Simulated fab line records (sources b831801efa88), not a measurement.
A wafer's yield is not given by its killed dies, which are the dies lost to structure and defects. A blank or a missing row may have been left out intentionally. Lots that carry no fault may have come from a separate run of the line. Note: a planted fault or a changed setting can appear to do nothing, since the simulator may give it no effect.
Problem report, 8D (eight disciplines) form, completed by code :: flow gf180mcu :: the parts of the form that need people (team, actions taken, sign-off) are left out

## 1. PROBLEM STATEMENT
A mean of 111.9 s is read at GF_HV_LDD_ETCHBACK_58 for run length s, taken on 1 wafer of 1 lot, against 128.2 s (standard deviation 0.47) on wafers free of any fault. Measured from the usual mean, that is -35 standard deviations.
The step: etches Si3N4 in CH3F/O2, stops on SiO2, time 100 s, target depth 90 nm.
Earliest sighting: wafer L228.5 on rie diel-02 at day 15 01:40. The record has a number at this step for 39 wafers belonging to 13 lots. By rule, "out" or "out of limits" means more than 4 standard deviations away from the usual mean. All remaining wafers that have a number are taken as sound.

## 2. WHAT THIS IS AND IS NOT
question: which readings at this step
is: run length s, oes product au, throttle valve pct
is not: drypump motor current A

question: which lots
is: L228
is not: L220, L222, L223, L235, L236, L237, L238, L239, L240, L241, L242, L243

question: which wafers of those lots
is: L228.5
is not: L228.2, L228.3

question: read on which tools
is: rie diel-02
is not: rie diel-03, rie diel-04

question: when
is: from day 15 01:40
is not: up to then (11 sound wafers); but 27 sound wafers of L235, L236, L237, L238, L239, L240, L241, L242, L243 came after

## 3. THE SUSPECTS, EACH WITH WHAT RULES IT OUT
Counting: any tool at a process step up to the reading remains a suspect provided it ran every lot that is out. Sound lots after the first of them don't rule it out here, since some wafers of a struck lot are sound.
- rtp anneal-02 at GF_VT_IMPLANT_RTA_45 (time 30 s): kept. It ran the lot that is out, L228 (day 9 19:20).
- rie diel-02 at GF_HV_LDD_ETCHBACK_58 (etches Si3N4 in CH3F/O2, stops on SiO2, time 100 s, target depth 90 nm): kept. L228, the lot that is out, went through it at day 15 01:40; up to then, the latest sound lot through it was L223 at day 13 15:16. Its own oes product au, run length s, throttle valve pct readings are out on those wafers.
- Within rie diel-02 at GF_HV_LDD_ETCHBACK_58: the wafers that are out ran in chamber 2; their sound lot-mates ran in chambers 0, 3.
Remaining after the count are rtp anneal-02 at GF_VT_IMPLANT_RTA_45 and rie diel-02 at GF_HV_LDD_ETCHBACK_58.

## 4. THE CAUSE (what the simulator had put in)
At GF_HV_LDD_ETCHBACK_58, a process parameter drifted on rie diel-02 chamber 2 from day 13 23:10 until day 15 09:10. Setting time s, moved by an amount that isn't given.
2 suspects survive the count, and this tool is in that group.

## 5. THE EFFECT CHAIN, in route order
Rows list readings where the struck wafers' mean (over those with a number) sits beyond 3 standard deviations from the usual. Readings are gone through only where the record gives a usual standard deviation; hours: the median, over the lots, of the time from a lot's start at the first step in this table giving one to that lot's start at this step; sigmas: the change measured in usual standard deviations.
hours: 0
step: GF_HV_LDD_ETCHBACK_58
reading: oes product au
usual: 0.843 a.u.
on struck wafers: 0.994
change: +0.151
sigmas: +26

hours: 0
step: GF_HV_LDD_ETCHBACK_58
reading: run length s
usual: 128.2 s
on struck wafers: 111.9
change: -16.3
sigmas: -35

hours: 0
step: GF_HV_LDD_ETCHBACK_58
reading: throttle valve pct
usual: 10.560 %
on struck wafers: 10.605
change: +0.045
sigmas: +4.7
Its process steps:
- GF_HV_LDD_ETCHBACK_58: etches Si3N4 in CH3F/O2, stops on SiO2, time 100 s, target depth 90 nm.

## 6. HOW IT WOULD HAVE BEEN CAUGHT EARLIER
In this record no reading fell out of limits until day 15 01:40, 26 hours after the fault had begun at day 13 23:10.
